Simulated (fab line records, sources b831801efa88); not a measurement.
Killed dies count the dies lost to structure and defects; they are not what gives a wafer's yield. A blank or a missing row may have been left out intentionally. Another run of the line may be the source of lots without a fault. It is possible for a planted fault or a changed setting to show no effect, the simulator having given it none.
Split-lot trial :: flow sfqLine :: 5 lots, 23 wafers read, on a route of 325 steps

## SPLIT DETAILS
At SFQ_TRILAYER_M3_LITHO_COAT_080 (resist thk 62 nm), the setting resistThkNm was moved away from the recipe's 62 nm on 8 of the 23 wafers read, by -3.2% to -2.4%. For the rest of the wafers, this setting stayed at what the recipe calls for.

Reading taken at the split's own step.

## THE READING
BARC_of_TRILAYER_M3_LITHO_COAT_080.thkNm (the simulator's own value, which no gauge read), in nm, at SFQ_TRILAYER_M3_LITHO_COAT_080 (resist thk 62 nm). The file does not state a usual value for it. The 15 wafers here that ran the recipe average 62.01 nm, standard deviation 0.19 nm.

wafer: L074.1
tool, chamber at the split: lithoTrack-03, 0
resistThkNm as run, nm: 60.02
against the recipe: -3.2%
BARC_of_TRILAYER_M3_LITHO_COAT_080.thkNm, nm: 60.34
against lot-mates on the recipe: -1.92

wafer: L074.2
tool, chamber at the split: lithoTrack-03, 0
resistThkNm as run, nm: 60.02
against the recipe: -3.2%
BARC_of_TRILAYER_M3_LITHO_COAT_080.thkNm, nm: 60.3
against lot-mates on the recipe: -1.97

wafer: L074.3
tool, chamber at the split: lithoTrack-03, 0
resistThkNm as run, nm: 62
against the recipe: recipe
BARC_of_TRILAYER_M3_LITHO_COAT_080.thkNm, nm: 62.36
against lot-mates on the recipe: -

wafer: L074.4
tool, chamber at the split: lithoTrack-03, 0
resistThkNm as run, nm: 62
against the recipe: recipe
BARC_of_TRILAYER_M3_LITHO_COAT_080.thkNm, nm: 62.17
against lot-mates on the recipe: -

wafer: L074.5
tool, chamber at the split: lithoTrack-03, 0
resistThkNm as run, nm: 60.02
against the recipe: -3.2%
BARC_of_TRILAYER_M3_LITHO_COAT_080.thkNm, nm: 60.31
against lot-mates on the recipe: -1.95

wafer: L075.1
tool, chamber at the split: lithoTrack-04, 0
resistThkNm as run, nm: 62
against the recipe: recipe
BARC_of_TRILAYER_M3_LITHO_COAT_080.thkNm, nm: 61.81
against lot-mates on the recipe: -

wafer: L075.3
tool, chamber at the split: lithoTrack-04, 0
resistThkNm as run, nm: 60.52
against the recipe: -2.4%
BARC_of_TRILAYER_M3_LITHO_COAT_080.thkNm, nm: 60.41
against lot-mates on the recipe: -1.29

wafer: L075.4
tool, chamber at the split: lithoTrack-04, 0
resistThkNm as run, nm: 60.52
against the recipe: -2.4%
BARC_of_TRILAYER_M3_LITHO_COAT_080.thkNm, nm: 60.25
against lot-mates on the recipe: -1.45

wafer: L075.5
tool, chamber at the split: lithoTrack-04, 0
resistThkNm as run, nm: 62
against the recipe: recipe
BARC_of_TRILAYER_M3_LITHO_COAT_080.thkNm, nm: 61.58
against lot-mates on the recipe: -

wafer: L075.6
tool, chamber at the split: lithoTrack-04, 0
resistThkNm as run, nm: 60.52
against the recipe: -2.4%
BARC_of_TRILAYER_M3_LITHO_COAT_080.thkNm, nm: 60.29
against lot-mates on the recipe: -1.41

wafer: L079.1
tool, chamber at the split: lithoTrack-03, 0
resistThkNm as run, nm: 62
against the recipe: recipe
BARC_of_TRILAYER_M3_LITHO_COAT_080.thkNm, nm: 62.21
against lot-mates on the recipe: -

wafer: L079.2
tool, chamber at the split: lithoTrack-03, 0
resistThkNm as run, nm: 62
against the recipe: recipe
BARC_of_TRILAYER_M3_LITHO_COAT_080.thkNm, nm: 62.11
against lot-mates on the recipe: -

wafer: L079.5
tool, chamber at the split: lithoTrack-03, 0
resistThkNm as run, nm: 62
against the recipe: recipe
BARC_of_TRILAYER_M3_LITHO_COAT_080.thkNm, nm: 62.18
against lot-mates on the recipe: -

wafer: L082.1
tool, chamber at the split: lithoTrack-04, 0
resistThkNm as run, nm: 62
against the recipe: recipe
BARC_of_TRILAYER_M3_LITHO_COAT_080.thkNm, nm: 61.92
against lot-mates on the recipe: -

wafer: L082.2
tool, chamber at the split: lithoTrack-04, 0
resistThkNm as run, nm: 62
against the recipe: recipe
BARC_of_TRILAYER_M3_LITHO_COAT_080.thkNm, nm: 61.82
against lot-mates on the recipe: -

wafer: L082.4
tool, chamber at the split: lithoTrack-04, 0
resistThkNm as run, nm: 62
against the recipe: recipe
BARC_of_TRILAYER_M3_LITHO_COAT_080.thkNm, nm: 61.87
against lot-mates on the recipe: -

wafer: L082.5
tool, chamber at the split: lithoTrack-04, 0
resistThkNm as run, nm: 62
against the recipe: recipe
BARC_of_TRILAYER_M3_LITHO_COAT_080.thkNm, nm: 61.95
against lot-mates on the recipe: -

wafer: L082.6
tool, chamber at the split: lithoTrack-04, 0
resistThkNm as run, nm: 62
against the recipe: recipe
BARC_of_TRILAYER_M3_LITHO_COAT_080.thkNm, nm: 62.07
against lot-mates on the recipe: -

wafer: L085.1
tool, chamber at the split: lithoTrack-03, 0
resistThkNm as run, nm: 62
against the recipe: recipe
BARC_of_TRILAYER_M3_LITHO_COAT_080.thkNm, nm: 61.95
against lot-mates on the recipe: -

wafer: L085.2
tool, chamber at the split: lithoTrack-03, 0
resistThkNm as run, nm: 62
against the recipe: recipe
BARC_of_TRILAYER_M3_LITHO_COAT_080.thkNm, nm: 62.12
against lot-mates on the recipe: -

wafer: L085.4
tool, chamber at the split: lithoTrack-03, 0
resistThkNm as run, nm: 62
against the recipe: recipe
BARC_of_TRILAYER_M3_LITHO_COAT_080.thkNm, nm: 62
against lot-mates on the recipe: -

wafer: L085.5
tool, chamber at the split: lithoTrack-03, 0
resistThkNm as run, nm: 60.3
against the recipe: -2.7%
BARC_of_TRILAYER_M3_LITHO_COAT_080.thkNm, nm: 60.29
against lot-mates on the recipe: -1.73

wafer: L085.6
tool, chamber at the split: lithoTrack-03, 0
resistThkNm as run, nm: 60.3
against the recipe: -2.7%
BARC_of_TRILAYER_M3_LITHO_COAT_080.thkNm, nm: 60.42
against lot-mates on the recipe: -1.60

FIT RESULTS
A straight line over all 23 wafers: BARC_of_TRILAYER_M3_LITHO_COAT_080.thkNm changes by +0.591 nm for each +1% of resistThkNm; r = +0.97; the points scatter about the line by 0.21 nm.
The same after taking each lot's own level away (the mean of its wafers on the recipe; 23 wafers): +0.602 nm for each +1%; r = +1.00; scatter 0.081 nm.
On that fit, the largest move of resistThkNm shifts the reading by 1.9 nm.
Across the lots, their own levels run from 61.695 to 62.265 nm, a range of 3.0 times the standard deviation given above.
Consequently the slope shifts little with the lot-to-lot level, the two slopes agreeing.
Check: -1.92 nm against its lot-mates is what the line predicts for one of the wafers moved furthest among these (-3.2%) when that wafer is left out of the fit. Against them it came out at -1.92 nm.

## FURTHER SPLITS ON THESE WAFERS
Other splits were also applied to these wafers ahead of the reading. Each is held against what the fit with the lots' levels taken away leaves over:
other split on the same wafers: SFQ_TRILAYER_L0_DEP_SPUTTER_003 powerW
wafers away from the commonest value: 10
r with BARC_of_TRILAYER_M3_LITHO_COAT_080.thkNm (lot level and that fit taken away): -0.08

other split on the same wafers: SFQ_TRILAYER_L0_LITHO_COAT_005 spinRpm
wafers away from the commonest value: 6
r with BARC_of_TRILAYER_M3_LITHO_COAT_080.thkNm (lot level and that fit taken away): -0.06

other split on the same wafers: SFQ_TRILAYER_M0_LITHO_EXPOSE_022 doseMj
wafers away from the commonest value: 9
r with BARC_of_TRILAYER_M3_LITHO_COAT_080.thkNm (lot level and that fit taken away): +0.08

other split on the same wafers: SFQ_TRILAYER_I0_CMP_CMP_028 leaveAboveRefNm
wafers away from the commonest value: 4
r with BARC_of_TRILAYER_M3_LITHO_COAT_080.thkNm (lot level and that fit taken away): +0.02

other split on the same wafers: SFQ_TRILAYER_I0_VIA_LITHO_PEB_034 pebTempC
wafers away from the commonest value: 2
r with BARC_of_TRILAYER_M3_LITHO_COAT_080.thkNm (lot level and that fit taken away): -0.20

other split on the same wafers: SFQ_TRILAYER_M1_LITHO_PEB_042 pebTempC
wafers away from the commonest value: 10
r with BARC_of_TRILAYER_M3_LITHO_COAT_080.thkNm (lot level and that fit taken away): -0.27

other split on the same wafers: SFQ_TRILAYER_M1_BARC_OPEN_METAL_ETCH_054 icpW
wafers away from the commonest value: 9
r with BARC_of_TRILAYER_M3_LITHO_COAT_080.thkNm (lot level and that fit taken away): +0.06

other split on the same wafers: SFQ_TRILAYER_M2_LITHO_COAT_062 spinRpm
wafers away from the commonest value: 4
r with BARC_of_TRILAYER_M3_LITHO_COAT_080.thkNm (lot level and that fit taken away): +0.09

other split on the same wafers: SFQ_TRILAYER_I2_CMP_CMP_064 downForcePsi
wafers away from the commonest value: 9
r with BARC_of_TRILAYER_M3_LITHO_COAT_080.thkNm (lot level and that fit taken away): -0.22

## THE FILE'S OWN FIT
BARC_of_TRILAYER_M3_LITHO_COAT_080.thkNm changes by +0.601 nm for each +1% of resistThkNm, r = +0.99.
